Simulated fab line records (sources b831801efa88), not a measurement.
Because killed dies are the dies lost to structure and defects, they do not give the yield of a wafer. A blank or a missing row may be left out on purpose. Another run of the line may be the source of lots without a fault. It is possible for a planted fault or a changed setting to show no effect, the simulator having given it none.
fab line records	flow sky130
[record] lots = 24	wafers = 72	last-day = 50
route steps=708 shown CONTACT@411 VIA2@530 METAL3@568 CAP2M@607 METAL5@663 PAD_OPEN@701
lots that met no fault: taken from a fault-free run of the same line
start-h: hours from the record's first day to the start of the lot's first wafer shown	wait-h: hours elapsed since this lot's preceding step	" same as the row above	L1.1+2: a single row standing in for several wafers	- value missing, or start not given	* or withheld: withheld	< > ~ a bound
route shown NAME@n: a module of which the file shows steps, and the number in the route of the first	usual: mean/standard deviation taken from wafers without a fault	same: alike in all rows	chamber/n: place in a boat	sites: per-site readings	_std_site: the standard deviation of these	_edge_site: mean of outer sites minus mean of inner sites	radius-mm: how far each site lies from the wafer's centre	mask NAME#n: copy n	behind: tool/chamber where the wafer was last shaped	hold: the reason the lot was held/the length of the hold in hours/how it ended	device: transistor that didn't switch, given as n, p or np	end of line: the same wafers' tests at the end of the route	a step given without rows: its recipe and nothing more	killed: not the wafer's yield, but the dies lost to structure and defects at the first sort	map: shows each die of a wafer: x if killed, . if not, _ if none is there
set.NAME: the setting the step ran with; set.NAME@STEP: the setting that earlier step ran with	model.NAME: the simulator's own value behind a step, which no gauge read
a sample of lots followed through the steps of the route, with each step as a table and each wafer as a row
services: from which hour (start-h, from the record's first day; less than 0 if before it) a tool's chamber was out of use, for how many hours, and why
[[steps]]
[step SKY_CONTACT_BOW_MEAS_05]
[recipe] mode = bow
[usual] CONTACT_BOW = 82/7.6
lot.wafer	tool	chamber	start-h	wait-h	CONTACT_BOW[um]
L074.1	film-metro-04	-	717.16	0.1	88
L074.3	"	-	"	"	86
L074.6	"	-	"	"	91
L075.2	film-metro-02	-	719.15	0.1	90
L075.5	"	-	"	"	84
L075.6	"	-	"	"	87
L076.2	film-metro-02	-	732.34	0.2	86
L076.3	"	-	"	"	82
L076.4	"	-	"	"	76
L077.3	film-metro-04	-	736.31	0.1	74
L077.5	"	-	"	"	78
L077.6	"	-	"	"	80
L078.2	film-metro-03	-	742.83	0.1	90
L078.3	"	-	"	"	83
L078.6	"	-	"	"	77
L079.1	film-metro-03	-	754.59	0.2	81
L079.3	"	-	"	"	86
L079.5	"	-	"	"	70
L080.3	film-metro-03	-	771.27	0.1	86
L080.4	"	-	"	"	78
L080.5	"	-	"	"	84
L081.2	film-metro-03	-	776.86	0.1	80
L081.4	"	-	"	"	86
L081.5	"	-	"	"	73
L082.2	film-metro-02	-	778.29	0.2	84
L082.3	"	-	"	"	63
L082.6	"	-	"	"	71
L083.2	film-metro-03	-	783.89	0.1	92
L083.5	"	-	"	"	84
L083.6	"	-	"	"	73
L084.1	film-metro-03	-	797.22	0.2	78
L084.2	"	-	"	"	69
L084.3	"	-	"	"	90
L085.3	film-metro-03	-	803.21	0.2	70
L085.5	"	-	"	"	81
L085.6	"	-	"	"	77
L086.1	film-metro-03	-	808.45	0.1	108
L086.3	"	-	"	"	87
L086.5	"	-	"	"	85
L087.1	film-metro-03	-	822.74	0.2	95
L087.4	"	-	"	"	74
L087.5	"	-	"	"	86
L088.1	film-metro-03	-	824.36	0.2	93
L088.2	"	-	"	"	82
L088.6	"	-	"	"	82
L089.1	film-metro-02	-	836.00	0.1	89
L089.2	"	-	"	"	72
L089.5	"	-	"	"	79
L090.1	film-metro-02	-	841.81	0.1	93
L090.4	"	-	"	"	84
L090.5	"	-	"	"	75
L091.2	film-metro-04	-	847.45	0.2	75
L091.5	"	-	"	"	79
L091.6	"	-	"	"	70
L092.1	film-metro-03	-	856.74	0.2	67
L092.3	"	-	"	"	80
L092.5	"	-	"	"	88
L093.3	film-metro-04	-	858.16	0.1	83
L093.4	"	-	"	"	84
L093.6	"	-	"	"	88
L094.1	film-metro-02	-	868.94	0.1	89
L094.2	"	-	"	"	89
L094.6	"	-	"	"	83
L095.2	film-metro-04	-	878.57	0.3	86
L095.4	"	-	"	"	83
L095.6	"	-	"	"	81
L096.1	film-metro-04	-	886.51	0.1	88
L096.4	"	-	"	"	87
L096.6	"	-	"	"	79
L097.1	film-metro-02	-	891.42	0.1	81
L097.2	"	-	"	"	86
L097.6	"	-	"	"	79
[step SKY_VIA2_THK_MEAS_23]
[recipe] thk-meas-gauge = xrf	reads = W_of_VIA2_CVD_21
[usual] VIA2_W_THK = 423/8.1
lot.wafer	tool	chamber	start-h	wait-h	VIA2_W_THK[nm]
L074.1	film-metro-02	-	860.28	0.1	433
L074.3	"	-	"	"	423
L074.6	"	-	"	"	429
L075.2	film-metro-02	-	861.52	0.1	437
L075.5	"	-	"	"	426
L075.6	"	-	"	"	440
L076.2	film-metro-04	-	873.73	0.1	415
L076.3	"	-	"	"	413
L076.4	"	-	"	"	416
L077.3	film-metro-04	-	877.00	0.1	409
L077.5	"	-	"	"	406
L077.6	"	-	"	"	413
L078.2	film-metro-02	-	884.90	0.1	427
L078.3	"	-	"	"	425
L078.6	"	-	"	"	420
L079.1	film-metro-02	-	893.98	0.1	426
L079.3	"	-	"	"	430
L079.5	"	-	"	"	431
L080.3	film-metro-04	-	911.43	0.1	420
L080.4	"	-	"	"	417
L080.5	"	-	"	"	416
L081.2	film-metro-04	-	914.76	0.1	418
L081.4	"	-	"	"	413
L081.5	"	-	"	"	417
L082.2	film-metro-03	-	917.41	0.1	422
L082.3	"	-	"	"	415
L082.6	"	-	"	"	424
L083.2	film-metro-03	-	923.77	0.1	412
L083.5	"	-	"	"	413
L083.6	"	-	"	"	417
L084.1	film-metro-02	-	935.35	0.1	433
L084.2	"	-	"	"	434
L084.3	"	-	"	"	430
L085.3	film-metro-04	-	941.17	0.1	426
L085.5	"	-	"	"	423
L085.6	"	-	"	"	424
L086.1	film-metro-03	-	946.66	0.1	419
L086.3	"	-	"	"	415
L086.5	"	-	"	"	420
L087.1	film-metro-03	-	959.85	0.1	420
L087.4	"	-	"	"	416
L087.5	"	-	"	"	423
L088.1	film-metro-02	-	960.20	0.1	435
L088.2	"	-	"	"	440
L088.6	"	-	"	"	438
L089.1	film-metro-03	-	972.12	0.1	429
L089.2	"	-	"	"	423
L089.5	"	-	"	"	424
L090.1	film-metro-03	-	977.61	0.1	430
L090.4	"	-	"	"	425
L090.5	"	-	"	"	430
L091.2	film-metro-02	-	981.74	0.1	433
L091.5	"	-	"	"	437
L091.6	"	-	"	"	431
L092.1	film-metro-04	-	991.38	0.1	420
L092.3	"	-	"	"	427
L092.5	"	-	"	"	420
L093.3	film-metro-03	-	994.79	0.1	423
L093.4	"	-	"	"	414
L093.6	"	-	"	"	422
L094.1	film-metro-03	-	1002.47	0.1	421
L094.2	"	-	"	"	420
L094.6	"	-	"	"	415
L095.2	film-metro-02	-	1009.25	0.1	430
L095.4	"	-	"	"	427
L095.6	"	-	"	"	433
L096.1	film-metro-02	-	1018.43	0.1	433
L096.4	"	-	"	"	433
L096.6	"	-	"	"	432
L097.1	film-metro-04	-	1021.23	0.1	416
L097.2	"	-	"	"	410
L097.6	"	-	"	"	411
[step SKY_METAL3_METAL_ETCH_18]
[recipe] target-depth-a = 8450	stop-on = SiO2	over-etch-frac = 0.3	time-s = 183.1	chemistry = Cl2/BCl3	resist-sidewall-deg = 88	pressure-mtorr = 10	icp-w = 900	bias-w = 48.5	Cl2_flow_sccm = 60	bcl3-flow-sccm = 30
[usual] drypump-motor-current-A = 5.9/0.4	oes-product-au = 0.865/0.0059	throttle-valve-pct = 22.264/0.0093
lot.wafer	tool	chamber	start-h	wait-h	drypump-motor-current-A	oes-product-au	rf-hours-counter-h	throttle-valve-pct
L074.1	rie-metal-04	1	913.42	0.0	5.6	0.872	11	22.264
L074.3	"	0	"	"	6.1	0.858	-	22.258
L074.6	"	0	"	"	6.1	0.866	-	22.272
L075.2	rie-metal-04	1	914.97	0.0	5.6	0.864	11	22.266
L075.5	"	1	"	"	5.6	0.865	-	22.261
L075.6	"	0	"	"	6.1	0.857	-	22.273
L076.2	rie-metal-02	1	926.57	0.0	6.2	0.868	6	22.273
L076.3	"	0	"	"	5.4	0.864	-	22.264
L076.4	"	1	"	"	6.2	0.872	-	22.255
L077.3	rie-metal-04	1	929.58	0.1	5.6	0.871	-	22.269
L077.5	"	0	"	"	6.1	0.864	-	22.249
L077.6	"	1	"	"	5.6	0.862	-	22.273
L078.2	rie-metal-01	0	936.42	0.0	6.5	0.870	6	22.259
L078.3	"	1	"	"	5.3	0.871	-	22.271
L078.6	"	1	"	"	5.4	0.870	-	22.255
L079.1	rie-metal-04	1	946.52	0.0	5.6	0.865	12	22.280
L079.3	"	0	"	"	6.1	0.860	-	22.269
L079.5	"	1	"	"	5.6	0.861	-	22.270
L080.3	rie-metal-02	1	962.48	0.1	6.1	0.873	-	22.267
L080.4	"	0	"	"	5.4	0.871	-	22.275
L080.5	"	1	"	"	6.1	0.866	-	22.259
L081.2	rie-metal-01	0	966.17	0.0	6.5	0.858	8	22.269
L081.4	"	0	"	"	6.6	0.860	-	22.257
L081.5	"	1	"	"	5.3	0.870	-	22.260
L082.2	rie-metal-04	1	968.97	0.0	5.6	0.864	14	22.272
L082.3	"	1	"	"	5.6	0.859	-	22.254
L082.6	"	0	"	"	6.1	0.865	-	22.260
L083.2	rie-metal-02	1	974.27	0.0	6.1	0.873	8	22.269
L083.5	"	1	"	"	6.1	0.871	-	22.247
L083.6	"	0	"	"	5.4	0.871	-	22.278
L084.1	rie-metal-04	1	986.57	0.0	5.6	0.866	14	22.270
L084.2	"	0	"	"	6.1	0.867	12	22.261
L084.3	"	0	"	"	6.1	0.873	-	22.259
L085.3	rie-metal-04	0	992.18	0.1	6.1	0.865	-	22.268
L085.5	"	0	"	"	6.1	0.862	-	22.262
L085.6	"	1	"	"	5.6	0.862	-	22.255
L086.1	rie-metal-02	1	996.02	0.0	6.2	0.865	9	22.257
L086.3	"	1	"	"	6.1	0.867	-	22.264
L086.5	"	0	"	"	5.4	0.859	-	22.245
L087.1	rie-metal-04	0	1009.12	0.0	6.1	0.863	14	22.261
L087.4	"	0	"	"	6.1	0.871	-	22.263
L087.5	"	1	"	"	5.6	0.881	-	22.259
L088.1	rie-metal-01	0	1009.72	0.0	6.6	0.863	10	22.267
L088.2	"	1	"	"	5.3	0.856	19	22.265
L088.6	"	1	"	"	5.4	0.851	-	22.258
L089.1	rie-metal-04	0	1020.07	0.0	6.1	0.867	14	22.257
L089.2	"	1	"	"	5.6	0.873	16	22.266
L089.5	"	0	"	"	6.1	0.863	-	22.268
L090.1	rie-metal-02	1	1026.42	0.0	6.1	0.867	10	22.276
L090.4	"	0	"	"	5.4	0.862	-	22.273
L090.5	"	0	"	"	5.4	0.872	-	22.257
L091.2	rie-metal-01	1	1037.18	0.0	5.3	0.875	20	22.265
L091.5	"	1	"	"	5.4	0.869	-	22.265
L091.6	"	0	"	"	6.6	0.868	-	22.252
L092.1	rie-metal-04	0	1040.57	0.0	6.1	0.863	15	22.271
L092.3	"	0	"	"	6.1	0.872	-	22.258
L092.5	"	0	"	"	6.1	0.867	-	22.248
L093.3	rie-metal-01	0	1042.48	0.1	6.6	0.871	-	22.261
L093.4	"	1	"	"	5.4	0.873	-	22.259
L093.6	"	0	"	"	6.5	0.860	-	22.267
L094.1	rie-metal-02	1	1047.02	0.0	6.1	0.872	12	22.270
L094.2	"	0	"	"	5.4	0.879	15	22.280
L094.6	"	1	"	"	6.1	0.869	-	22.267
L095.2	rie-metal-01	0	1054.47	0.0	6.5	0.868	13	22.273
L095.4	"	0	"	"	6.6	0.872	-	22.249
L095.6	"	1	"	"	5.3	0.859	-	22.287
L096.1	rie-metal-04	1	1065.44	0.0	5.6	0.857	19	22.278
L096.4	"	0	"	"	6.1	0.860	-	22.270
L096.6	"	0	"	"	6.1	0.863	-	22.270
L097.1	rie-metal-04	1	1066.14	0.0	5.6	0.861	19	22.271
L097.2	"	0	"	"	6.1	0.867	17	22.265
L097.6	"	0	"	"	6.1	0.858	-	22.259
[step SKY_CAP2M_THK_MEAS_04]
[recipe] thk-meas-gauge = xrf	reads = TiN_of_CAP2M_SPUTTER_02
[usual] CAP2M_TIN_THK = 204.2/2.6
lot.wafer	tool	chamber	start-h	wait-h	CAP2M_TIN_THK[nm]
L074.1	film-metro-01	-	941.93	0.1	198.2
L074.3	"	-	"	"	203.1
L074.6	"	-	"	"	197.5
L075.2	film-metro-02	-	943.47	0.1	203.9
L075.5	"	-	"	"	206.9
L075.6	"	-	"	"	202.7
L076.2	film-metro-04	-	954.04	0.1	202.5
L076.3	"	-	"	"	207.6
L076.4	"	-	"	"	202.6
L077.3	film-metro-02	-	958.84	0.1	207.8
L077.5	"	-	"	"	207.3
L077.6	"	-	"	"	205.0
L078.2	film-metro-02	-	964.72	0.1	201.3
L078.3	"	-	"	"	201.9
L078.6	"	-	"	"	203.5
L079.1	film-metro-04	-	974.37	0.1	206.8
L079.3	"	-	"	"	197.9
L079.5	"	-	"	"	200.8
L080.3	film-metro-02	-	990.14	0.1	203.5
L080.4	"	-	"	"	203.0
L080.5	"	-	"	"	201.4
L081.2	film-metro-01	-	994.26	0.1	203.0
L081.4	"	-	"	"	200.4
L081.5	"	-	"	"	201.1
L082.2	film-metro-04	-	995.55	0.1	207.6
L082.3	"	-	"	"	208.9
L082.6	"	-	"	"	207.5
L083.2	film-metro-04	-	1001.73	0.1	205.5
L083.5	"	-	"	"	205.1
L083.6	"	-	"	"	204.5
L084.1	film-metro-04	-	1012.74	0.1	207.2
L084.2	"	-	"	"	204.5
L084.3	"	-	"	"	201.9
L085.3	film-metro-04	-	1019.12	0.1	202.7
L085.5	"	-	"	"	203.3
L085.6	"	-	"	"	202.6
L086.1	film-metro-01	-	1022.72	0.1	203.5
L086.3	"	-	"	"	202.8
L086.5	"	-	"	"	206.4
L087.1	film-metro-02	-	1039.81	0.1	204.1
L087.4	"	-	"	"	202.4
L087.5	"	-	"	"	201.7
L088.1	film-metro-04	-	1040.10	0.1	208.9
L088.2	"	-	"	"	204.4
L088.6	"	-	"	"	206.9
L089.1	film-metro-01	-	1045.53	0.1	203.3
L089.2	"	-	"	"	205.9
L089.5	"	-	"	"	206.2
L090.1	film-metro-01	-	1051.06	0.1	202.4
L090.4	"	-	"	"	205.2
L090.5	"	-	"	"	198.7
L091.2	film-metro-01	-	1063.18	0.1	202.6
L091.5	"	-	"	"	204.1
L091.6	"	-	"	"	205.7
L092.1	film-metro-04	-	1066.62	0.1	206.2
L092.3	"	-	"	"	200.7
L092.5	"	-	"	"	202.0
L093.3	film-metro-02	-	1069.41	0.1	204.1
L093.4	"	-	"	"	209.5
L093.6	"	-	"	"	205.1
L094.1	film-metro-04	-	1072.86	0.1	204.2
L094.2	"	-	"	"	206.0
L094.6	"	-	"	"	206.1
L095.2	film-metro-02	-	1078.01	0.1	206.6
L095.4	"	-	"	"	208.5
L095.6	"	-	"	"	203.3
L096.1	film-metro-02	-	1090.35	0.1	203.6
L096.4	"	-	"	"	203.5
L096.6	"	-	"	"	206.3
L097.1	film-metro-01	-	1092.54	0.1	205.0
L097.2	"	-	"	"	204.2
L097.6	"	-	"	"	200.9
[step SKY_METAL5_SPUTTER_02]
[recipe] material = AlCu	target-thk-nm = 1150	power-w = 10600	time-s = 61.2	chamber-pressure-pa = 0.4129
[usual] throttle-valve-pct = 30.1/0.98
lot.wafer	tool	chamber	start-h	wait-h	throttle-valve-pct
L074.1	pvd-sputter-03	-	1018.56	0.0	29.6
L074.3	"	-	"	"	29.0
L074.6	"	-	"	"	30.2
L075.2	pvd-sputter-02	-	1018.86	0.0	29.8
L075.5	"	-	"	"	31.5
L075.6	"	-	"	"	29.3
L076.2	pvd-sputter-02	-	1029.06	0.0	29.6
L076.3	"	-	"	"	28.8
L076.4	"	-	"	"	29.4
L077.3	pvd-sputter-04	-	1031.89	0.0	29.3
L077.5	"	-	"	"	30.1
L077.6	"	-	"	"	30.1
L078.2	pvd-sputter-02	-	1036.12	0.0	28.8
L078.3	"	-	"	"	31.6
L078.6	"	-	"	"	30.0
L079.1	pvd-sputter-03	-	1045.99	0.0	30.1
L079.3	"	-	"	"	29.2
L079.5	"	-	"	"	29.0
L080.3	pvd-sputter-03	-	1064.49	0.0	32.0
L080.4	"	-	"	"	29.5
L080.5	"	-	"	"	29.3
L081.2	pvd-sputter-02	-	1065.91	0.0	29.3
L081.4	"	-	"	"	29.4
L081.5	"	-	"	"	29.8
L082.2	pvd-sputter-03	-	1066.86	0.0	30.1
L082.3	"	-	"	"	29.4
L082.6	"	-	"	"	28.9
L083.2	pvd-sputter-04	-	1071.54	0.0	29.3
L083.5	"	-	"	"	29.5
L083.6	"	-	"	"	30.2
L084.1	pvd-sputter-04	-	1078.64	0.0	29.1
L084.2	"	-	"	"	30.1
L084.3	"	-	"	"	31.7
L085.3	pvd-sputter-03	-	1089.34	0.0	29.1
L085.5	"	-	"	"	29.2
L085.6	"	-	"	"	30.1
L086.1	pvd-sputter-04	-	1092.13	0.0	32.0
L086.3	"	-	"	"	29.2
L086.5	"	-	"	"	30.4
L087.1	pvd-sputter-04	-	1106.36	0.0	30.1
L087.4	"	-	"	"	30.0
L087.5	"	-	"	"	29.8
L088.1	pvd-sputter-02	-	1107.31	0.0	31.3
L088.2	"	-	"	"	29.7
L088.6	"	-	"	"	29.3
L089.1	pvd-sputter-04	-	1112.05	0.0	30.0
L089.2	"	-	"	"	32.0
L089.5	"	-	"	"	30.3
L090.1	pvd-sputter-04	-	1116.59	0.0	29.9
L090.4	"	-	"	"	30.0
L090.5	"	-	"	"	30.4
L091.2	pvd-sputter-02	-	1128.06	0.0	29.0
L091.5	"	-	"	"	31.4
L091.6	"	-	"	"	29.6
L092.1	pvd-sputter-02	-	1132.29	0.0	29.3
L092.3	"	-	"	"	29.7
L092.5	"	-	"	"	31.2
L093.3	pvd-sputter-03	-	1136.19	0.0	30.1
L093.4	"	-	"	"	29.5
L093.6	"	-	"	"	31.8
L094.1	pvd-sputter-03	-	1138.59	0.0	31.7
L094.2	"	-	"	"	30.2
L094.6	"	-	"	"	29.4
L095.2	pvd-sputter-03	-	1141.26	0.0	30.1
L095.4	"	-	"	"	28.7
L095.6	"	-	"	"	29.2
L096.1	pvd-sputter-04	-	1154.60	0.0	31.8
L096.4	"	-	"	"	30.3
L096.6	"	-	"	"	29.2
L097.1	pvd-sputter-03	-	1155.20	0.0	29.1
L097.2	"	-	"	"	30.0
L097.6	"	-	"	"	30.2
[step SKY_PAD_OPEN_ETCH_07]
[recipe] chemistry = CF4/O2	target-depth-nm = 725	stop-on = AlCu	source-w = 800	bias-w = 150	pressure-mtorr = 150	cf4-flow-sccm = 80	O2_flow_sccm = 10	time-s = 161.1
[usual] drypump-motor-current-A = 5.5/0.46	oes-product-au = 0.978/0.0071	throttle-valve-pct = 5.965/0.0088
lot.wafer	tool	chamber	start-h	wait-h	drypump-motor-current-A	oes-product-au	rf-hours-counter-h	throttle-valve-pct
L074.1	rie-diel-04	0	1086.51	-	5.7	0.967	19	5.958
L074.3	"	1	"	"	6.3	0.974	19	5.962
L074.6	"	0	"	"	5.7	0.977	-	5.951
L075.2	rie-diel-03	2	1086.62	-	5.9	0.967	4	5.968
L075.5	"	1	"	"	5.0	0.970	-	5.965
L075.6	"	2	"	"	5.9	0.970	-	5.964
L076.2	rie-diel-02	0	1095.45	-	5.1	0.979	11	5.952
L076.3	"	1	"	"	5.6	0.986	20	5.982
L076.4	"	3	"	"	6.4	0.979	7	5.960
L077.3	rie-diel-04	3	1096.26	-	5.9	0.987	10	5.968
L077.5	"	3	"	"	5.9	0.973	-	5.972
L077.6	"	2	"	"	5.8	0.985	-	5.965
L078.2	rie-diel-02	2	1099.31	-	5.1	0.973	16	5.972
L078.3	"	0	"	"	5.0	0.968	11	5.958
L078.6	"	1	"	"	5.6	0.992	-	5.964
L079.1	rie-diel-03	1	1110.26	-	5.0	0.975	22	5.953
L079.3	"	3	"	"	5.6	0.982	13	5.960
L079.5	"	2	"	"	5.8	0.979	-	5.953
L080.3	rie-diel-02	3	1126.32	-	6.4	0.976	7	5.971
L080.4	"	0	"	"	5.0	0.985	12	5.980
L080.5	"	3	"	"	6.4	0.986	-	5.967
L081.2	rie-diel-03	3	1129.36	-	5.5	0.984	14	5.958
L081.4	"	2	"	"	5.8	0.965	6	5.960
L081.5	"	0	"	"	5.0	0.975	-	5.958
L082.2	rie-diel-04	2	1129.71	-	5.7	0.972	16	5.962
L082.3	"	1	"	"	6.3	0.980	20	5.964
L082.6	"	3	"	"	5.9	0.976	-	5.976
L083.2	rie-diel-03	0	1134.16	-	4.9	0.975	28	5.974
L083.5	"	1	"	"	5.0	0.977	-	5.970
L083.6	"	0	"	"	4.9	0.982	-	5.973
L084.1	rie-diel-03	3	1139.32	-	5.6	0.966	15	5.955
L084.2	"	2	"	"	5.8	0.968	6	5.946
L084.3	"	1	"	"	5.0	0.973	23	5.957
L085.3	rie-diel-03	0	1150.31	-	5.0	0.970	29	5.955
L085.5	"	2	"	"	5.8	0.981	-	5.960
L085.6	"	3	"	"	5.5	0.988	-	5.962
L086.1	rie-diel-03	0	1152.15	-	4.9	0.968	29	5.952
L086.3	"	2	"	"	5.8	0.970	7	5.964
L086.5	"	1	"	"	5.0	0.976	-	5.963
L087.1	rie-diel-02	2	1162.00	-	5.1	0.983	18	5.983
L087.4	"	3	"	"	6.4	0.984	9	5.978
L087.5	"	1	"	"	5.6	0.978	-	5.975
L088.1	rie-diel-03	1	1163.22	-	5.0	0.982	24	5.984
L088.2	"	0	"	"	4.9	0.975	30	5.975
L088.6	"	1	"	"	5.0	0.978	-	5.977
L089.1	rie-diel-03	1	1169.76	-	5.0	0.971	24	5.947
L089.2	"	0	"	"	5.0	0.983	30	5.965
L089.5	"	1	"	"	5.0	0.986	-	5.966
L090.1	rie-diel-03	2	1174.40	-	5.9	0.971	7	5.954
L090.4	"	0	"	"	4.9	0.982	30	5.961
L090.5	"	1	"	"	5.0	0.983	-	5.974
L091.2	rie-diel-03	3	1181.20	-	5.6	0.980	16	5.965
L091.5	"	0	"	"	5.0	0.975	-	5.975
L091.6	"	3	"	"	5.6	0.983	-	5.970
L092.1	rie-diel-02	2	1186.66	-	5.1	0.968	19	5.971
L092.3	"	0	"	"	5.0	0.978	14	5.969
L092.5	"	3	"	"	6.4	0.986	-	5.959
L093.3	rie-diel-03	1	1191.20	-	5.0	0.965	25	5.979
L093.4	"	3	"	"	5.6	0.979	17	5.974
L093.6	"	3	"	"	5.6	0.991	-	5.964
L094.1	rie-diel-04	1	1192.50	-	6.3	0.972	23	5.956
L094.2	"	2	"	"	5.7	0.966	19	5.968
L094.6	"	3	"	"	5.9	0.986	-	5.961
L095.2	rie-diel-02	2	1195.05	-	5.1	0.978	19	5.968
L095.4	"	3	"	"	6.4	0.999	11	5.973
L095.6	"	0	"	"	5.1	0.990	-	5.975
L096.1	rie-diel-04	2	1206.51	-	5.7	0.978	19	5.960
L096.4	"	1	"	"	6.3	0.981	24	5.955
L096.6	"	2	"	"	5.7	0.983	-	5.954
L097.1	rie-diel-03	0	1206.75	-	5.0	0.982	31	5.967
L097.2	"	1	"	"	5.0	0.974	26	5.944
L097.6	"	0	"	"	5.0	0.983	-	5.945
[[services]]
tool	chamber	start-h	hours	kind
pvd-sputter-02	-	900.91	10.6	repair
rie-metal-04	-	919.00	0.5	repair
rie-metal-04	0	920.10	4.3	repair
rie-diel-02	1	926.81	1.6	repair
rie-diel-02	-	959.67	1.7	repair
rie-metal-04	0	978.51	1.7	repair
rie-metal-04	0	1015.94	1.2	repair
rie-diel-03	-	1045.32	2.8	pm
rie-metal-02	1	1050.84	4.1	repair
pvd-sputter-04	-	1053.87	1.9	repair
pvd-sputter-03	-	1072.59	3.6	repair
rie-diel-02	2	1077.04	6.9	repair
rie-metal-01	1	1085.52	7.9	repair
pvd-sputter-03	-	1094.92	1.5	repair
rie-metal-04	1	1116.99	4.1	repair
pvd-sputter-04	-	1126.41	0.9	repair
rie-metal-04	0	1146.28	3.0	repair
rie-metal-04	1	1146.62	40.4	repair
rie-diel-02	-	1159.83	1.0	repair
rie-metal-02	0	1160.86	7.4	repair
rie-metal-04	-	1162.16	0.5	repair
rie-diel-02	0	1165.10	16.5	repair
pvd-sputter-02	-	1168.53	0.6	repair
pvd-sputter-04	-	1205.90	1.3	repair
[[key]]
fault none
